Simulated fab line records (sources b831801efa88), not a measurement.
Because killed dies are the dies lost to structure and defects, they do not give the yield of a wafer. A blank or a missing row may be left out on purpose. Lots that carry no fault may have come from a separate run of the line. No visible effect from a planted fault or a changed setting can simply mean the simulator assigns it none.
A struck lot beside a sound one + flow gf180mcu + 15 out of 602 route steps
Sound: the wafers L678.1, L678.3, L678.5. Struck: wafers L694.4, L694.5, L694.6. The cause is named last.
Each step with rows lists, per side, the tool, then ch with its chambers, then its first start. Under that, the readings that differ: sound wafers + struck wafers + difference of the means + sigmas: that difference in standard deviations of wafers without a fault.
alike: same words and numbers on both sides, and readings whose means sit less than 2 such deviations apart. not compared: any withheld reading, any reading some wafer has no value for, any bound like >300 that may hide the same value, and any number with overlapping values for which the record gives no deviation.
A row with sigmas, a row that says differs or no value, or rows on one side alone: a step with any of these is where the two part. Numbers that don't overlap but have no deviation are shown without sigmas and don't part them. A reading that every wafer of one side lacks parts them only if that side has two wafers or more.

first, 2 steps without rows for these wafers: GF_MVPSD_IMPLANT_08; GF_MVPSD_IMPLANT_09.
GF_MVPSD_STRIP_10: strips in O2/N2.
  sound on plasma_asher-01 ch 0, day 5 00:20; struck on plasma_asher-03 ch 0,1, day 9 00:57
  alike: drypump_motor_current_A, heater_power_w, oes_product_au, strip_time_to_endpoint_s
  not compared: rf_hours_counter_h
GF_MVPSD_TW_MEAS_11:
  sound on film_metro-04 at day 5 00:26; struck on film_metro-04 at day 9 01:02
  alike: MVPSD_TW
then, 7 steps without rows for these wafers: GF_VT_IMPLANT_DEHYDRATE_00 (time 60 s); GF_VT_IMPLANT_HMDS_01 (prime time 60 s); GF_VT_IMPLANT_COAT_02 (resist thk 1000 nm); GF_VT_IMPLANT_SOFTBAKE_03 (time 60 s); GF_VT_IMPLANT_EXPOSE_04 (exposes mask LVPWELL LV AREA, target cd 600 nm); GF_VT_IMPLANT_PEB_05; GF_VT_IMPLANT_DEVELOP_06 (develop time 60 s).
GF_VT_IMPLANT_OVL_MEAS_07:
  sound on overlay-01 at day 5 15:34; struck on overlay-01 at day 9 17:29
  alike: VT_IMPLANT_OVL
GF_VT_IMPLANT_IMPLANT_08:
  sound on implanter-02 ch 0, day 5 15:36; struck on implanter-02 ch 0, day 9 17:35
| reading                   | sound                | struck               | difference | sigmas |
|---------------------------|----------------------|----------------------|------------|--------|
| beam_energy_keV           | 20.005 20.012 19.996 | 19.761 19.774 19.768 | -0.237     | -39    |
| model.implant.drp_nm (nm) | 9.752 9.752 9.752    | 9.672 9.672 9.672    | -0.080     |        |
GF_VT_IMPLANT_STRIP_09: strips in O2/N2.
  sound on plasma_asher-01 ch 0, day 5 15:45; struck on plasma_asher-03 ch 0,1, day 9 17:41
| reading                      | sound             | struck            | difference | sigmas |
|------------------------------|-------------------|-------------------|------------|--------|
| strip_time_to_endpoint_s (s) | 12.54 12.54 12.53 | 12.63 12.60 12.62 | +0.08      | +2     |
  alike: drypump_motor_current_A, heater_power_w, oes_product_au
  not compared: rf_hours_counter_h
-- a jump in the record: the struck wafers' starts before and after are 24 days apart (it breaks off in module VT_IMPLANT and resumes in module PASSIVATION, where the first step shown is number 602 of the route) --
GF_PASSIVATION_PROBE_99:
  only the struck wafers here have rows in the record (prober-01, day 33 10:19); the sound ones have none

WHERE THEY PART
Earliest at GF_VT_IMPLANT_IMPLANT_08; latest, in this record, at GF_PASSIVATION_PROBE_99.

WHY: whatever the simulator had introduced
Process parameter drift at GF_VT_IMPLANT_IMPLANT_08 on implanter-02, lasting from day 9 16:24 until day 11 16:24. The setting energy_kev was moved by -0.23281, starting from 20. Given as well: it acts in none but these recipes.
